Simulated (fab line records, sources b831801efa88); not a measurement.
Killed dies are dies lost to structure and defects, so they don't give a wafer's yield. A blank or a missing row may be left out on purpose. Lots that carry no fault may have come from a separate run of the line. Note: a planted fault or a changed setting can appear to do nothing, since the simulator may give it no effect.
Struck lot and sound lot, side by side -- flow gf180mcu -- 18 out of 602 route steps
Sound: the wafers L379.2, L379.3, L379.4. Struck: wafers L393.1, L393.3, L393.6. At the end, the cause is stated.
Order at every step that has rows: each side's tool, ch and its chambers, its first start. Under that, the readings that differ: sound wafers -- struck wafers -- difference of the means -- sigmas: that difference in standard deviations of wafers without a fault.
alike: readings with means less than 2 such deviations apart, plus words and numbers identical on both sides. not compared: withheld readings, readings lacking a value on some wafer, bounds such as >300 that could conceal the same value, and numbers that have no deviation in the record and whose values overlap.
A row with sigmas, a row that says differs or no value, or rows on one side alone: a step with any of these is where the two part. Numbers that have no deviation but don't overlap get no sigmas and don't part them. A reading missing from all wafers of one side parts the sides only when that side holds two or more wafers.

GF_HV_LDD_CD_MEAS_31: the cd target is 400 nm.
  sound: cd_sem-01 at day 14 02:07; struck: cd_sem-02 at day 18 16:12
  alike: cd_nm
GF_HV_LDD_OVL_MEAS_32:
  sound: overlay-02 at day 14 02:13; struck: overlay-02 at day 18 16:19
  alike: HV_LDD_02_OVL
then, 4 steps without rows for these wafers: GF_HV_LDD_IMPLANT_33; GF_HV_LDD_IMPLANT_34; GF_HV_LDD_IMPLANT_35; GF_HV_LDD_IMPLANT_36.
GF_HV_LDD_STRIP_37: strips in O2/N2.
  sound on plasma_asher-04 ch 0,1, day 14 02:51; struck on plasma_asher-04 ch 0, day 18 17:01
  alike: drypump_motor_current_A, heater_power_w, n2_flow_sccm, oes_product_au, strip_time_to_endpoint_s
  not compared: rf_hours_counter_h
GF_HV_LDD_TW_MEAS_38:
  sound: film_metro-04 at day 14 02:58; struck: film_metro-03 at day 18 17:07
  alike: HV_LDD_3_TW
then, 4 steps without rows for these wafers: GF_HV_LDD_DEHYDRATE_39 (time 60 s); GF_HV_LDD_HMDS_40 (prime time 60 s); GF_HV_LDD_COAT_41 (resist thk 1000 nm); GF_HV_LDD_SOFTBAKE_42 (time 58.51 s).
GF_HV_LDD_EXPOSE_43: exposes mask Pplus HV AREA, target cd 400 nm.
  sound on iline_stepper-01 ch 0, day 14 13:01; struck on iline_stepper-01 ch 0, day 19 05:15
reading,sound,struck,difference,sigmas
model.HV_LDD.overlay_x_nm (nm),-0.9573 -0.9573 -0.9573,227.2 227.2 227.2,+228.2,
  alike: mask, stage_vel_mm_s
then, 2 steps without rows for these wafers: GF_HV_LDD_PEB_44; GF_HV_LDD_DEVELOP_45 (develop time 60 s).
GF_HV_LDD_CD_MEAS_46: the cd target is 400 nm.
  sound: cd_sem-01 at day 14 23:29; struck: cd_sem-01 at day 19 17:09
  alike: cd_nm
GF_HV_LDD_OVL_MEAS_47:
  sound: overlay-01 at day 14 23:35; struck: overlay-01 at day 19 17:28
reading,sound,struck,difference,sigmas
HV_LDD_03_OVL (nm),0.7 1.2 0.3,227.0 224.7 225.5,+225.0,+99 or more
  not compared: hold
GF_PASSIVATION_PROBE_99:
  rows exist in the record for the sound wafers here (prober-02, day 31 09:26), none for the struck ones

WHERE THEY PART
Earliest at GF_HV_LDD_OVL_MEAS_47; latest, in this record, at GF_PASSIVATION_PROBE_99.

WHY: what had been put in by the simulator
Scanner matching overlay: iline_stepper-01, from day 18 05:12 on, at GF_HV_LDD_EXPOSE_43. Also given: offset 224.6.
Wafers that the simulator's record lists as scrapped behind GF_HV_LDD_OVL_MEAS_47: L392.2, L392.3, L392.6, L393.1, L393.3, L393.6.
